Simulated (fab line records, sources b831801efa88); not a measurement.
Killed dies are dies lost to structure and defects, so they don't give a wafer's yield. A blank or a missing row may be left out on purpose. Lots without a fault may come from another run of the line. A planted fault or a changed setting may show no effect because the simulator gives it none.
Chamber matching | flow sky130 | SKY_VIA2_CMP_24 on cmp-02: 4 sister chambers
The step polishes, stops on SiO2, t overpolish 20 s, target thk 0 nm. 8 wafers are shown with their chamber, then 12 later ones without.

WAFERS WITH THEIR CHAMBER
wafer  | chamber | motor_current_A (A) | time_to_endpoint_s (s)
L085.2 | 1       | 10.7                | 102
L087.5 | 1       | 11.8                | 104
L088.1 | 2       | 10.7                | 111
L088.3 | 0       | 11.3                | 105
L088.6 | 3       | 10.1                | 107
L089.1 | 2       | 10.4                | 110
L089.3 | 3       | 10.6                | 101
L089.5 | 0       | 11.5                | 101

WAFERS WITHOUT THEIR CHAMBER
wafer  | motor_current_A (A) | time_to_endpoint_s (s)
L090.3 | 9.9                 | 112
L090.5 | 11.0                | 103
L090.6 | 9.8                 | 101
L093.2 | 10.1                | 112
L093.5 | 11.4                | 106
L093.6 | 11.7                | 108
L094.1 | 10.4                | 112
L094.4 | 12.0                | 107
L094.5 | 11.1                | 104
L096.1 | 10.0                | 101
L096.5 | 9.6                 | 112
L096.6 | 12.0                | 107

WHICH CHAMBER EACH WENT THROUGH
wafer  | from the rows above               | in truth
L090.3 | can't be placed: 2 or 3           | 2
L090.5 | can't be placed: 1 or 0 or 3      | 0
L090.6 | can't be placed: 3 or 1 or 0      | 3
L093.2 | can't be placed: 2 or 3           | 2
L093.5 | can't be placed: 0 or 1 or 3 or 2 | 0
L093.6 | can't be placed: 0 or 1 or 2 or 3 | 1
L094.1 | 2                                 | 2
L094.4 | can't be placed: 0 or 1 or 2 or 3 | 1
L094.5 | can't be placed: 1 or 0 or 3      | 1
L096.1 | can't be placed: 3 or 1 or 0      | 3
L096.5 | can't be placed: 2 or 3           | 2
L096.6 | can't be placed: 0 or 1 or 2 or 3 | 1
Placed correctly: 1 of 12. Can't be placed from these rows: 11 (the true chamber is among the candidates in 11). Placed wrongly: 0.
How it was worked out, from the rows above alone: a wafer's distance from a chamber is the root of the sum, over the readings, of the square of ((its reading less the chamber's mean) divided by the reading's scatter). The wafer belongs to the nearest chamber; if the next one is less than 2 further off, it can't be placed. A chamber's mean is the mean of its shown wafers. The scatter: the root of (the sum of the squares of (reading less its chamber's mean) over the shown wafers, divided by (wafers less chambers)).
